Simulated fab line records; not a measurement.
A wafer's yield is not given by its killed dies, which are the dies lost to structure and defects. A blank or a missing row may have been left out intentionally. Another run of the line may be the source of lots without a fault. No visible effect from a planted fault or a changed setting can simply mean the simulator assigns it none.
Matching of chambers -- flow sky130 -- 4 sister chambers for SKY_VIA2_CMP_24 on cmp-01
The step polishes, stops on SiO2, t overpolish 20 s, target thk 0 nm. 8 wafers are shown with their chamber, then 12 later ones without.

== EACH WAFER AND ITS CHAMBER ==
wafer,chamber,motor_current_A (A),time_to_endpoint_s (s)
L086.1,1,10.0,101
L087.5,3,10.1,98
L089.2,2,13.8,105
L089.3,1,10.2,104
L089.6,0,9.9,100
L090.1,3,10.4,100
L090.4,2,13.1,101
L090.5,0,9.6,100

== WAFERS WITH NO CHAMBER GIVEN ==
wafer,motor_current_A (A),time_to_endpoint_s (s)
L091.1,12.6,104
L091.2,10.0,99
L091.4,10.0,98
L094.1,10.5,104
L094.4,11.1,102
L094.6,12.7,103
L095.1,12.6,108
L095.4,9.9,102
L095.6,10.8,101
L097.2,10.3,97
L097.4,10.9,101
L097.6,10.2,99

== WHICH CHAMBER EACH ONE RAN IN ==
wafer,from the rows above,in truth
L091.1,2,2
L091.2,can't be placed: 3 or 0 or 1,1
L091.4,can't be placed: 3 or 0 or 1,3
L094.1,can't be placed: 1 or 3 or 0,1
L094.4,can't be placed: 3 or 1 or 0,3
L094.6,2,2
L095.1,2,2
L095.4,can't be placed: 1 or 0 or 3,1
L095.6,can't be placed: 3 or 1 or 0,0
L097.2,can't be placed: 3 or 0 or 1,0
L097.4,can't be placed: 3 or 1 or 0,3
L097.6,can't be placed: 3 or 0 or 1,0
3 of 12 placed correctly. From these rows, 9 cannot be placed; in 9 the true chamber is one of the candidates. Wrongly placed: 0.
How it was worked out, from the rows above alone: a wafer's distance from a chamber is the root of the sum, over the readings, of the square of ((its reading less the chamber's mean) divided by the reading's scatter). The wafer belongs to the nearest chamber; if the next one is less than 2 further off, it can't be placed. Each chamber's mean is taken over the wafers shown for it. The scatter is the square root of a quotient: the sum, over the shown wafers, of each reading's squared deviation from its chamber's mean, divided by wafers minus chambers.
